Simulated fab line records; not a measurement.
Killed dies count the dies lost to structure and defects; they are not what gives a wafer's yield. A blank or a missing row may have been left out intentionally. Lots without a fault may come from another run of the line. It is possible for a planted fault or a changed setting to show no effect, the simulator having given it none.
Matching of chambers | flow sky130 | SKY_LI_CONTACT_CMP_24 on cmp-01: 4 sister chambers
The step polishes, stops on PSG, t overpolish 20 s, target thk 0 nm. 4 wafers are shown with their chamber, then 6 later ones without.

WAFERS, EACH WITH ITS CHAMBER
wafer  | chamber | motor-current-A (A)
L087.1 | 3       | 11.3
L088.2 | 2       | 9.9
L088.4 | 0       | 10.0
L088.6 | 1       | 11.9

WAFERS WITHOUT THEIR CHAMBER
wafer  | motor-current-A (A)
L090.1 | 10.0
L090.3 | 11.3
L090.5 | 11.0
L097.3 | 10.5
L097.5 | 11.8
L097.6 | 9.9

CHAMBER TAKEN BY EACH
wafer  | from the rows above          | in truth
L090.1 | can't be placed: 0 or 2      | 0
L090.3 | 3                            | 3
L090.5 | 3                            | 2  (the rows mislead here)
L097.3 | can't be placed: 0 or 2 or 3 | 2
L097.5 | can't be placed: 1 or 3      | 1
L097.6 | can't be placed: 2 or 0      | 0
1 of 6 placed correctly. From these rows, 4 cannot be placed; in 4 the true chamber is one of the candidates. Placed wrongly: 1.
How it was worked out, from the rows above alone: a wafer's distance from a chamber is the root of the sum, over the readings, of the square of ((its reading less the chamber's mean) divided by the reading's scatter). If the next closest chamber is less than 2 further off than the closest, the wafer can't be placed; otherwise it belongs to the closest. The mean given for a chamber averages the wafers shown for that chamber. The scatter (one wafer shown for each chamber): square how far every hidden wafer sits from the nearest shown wafer, average those squares and take the square root.
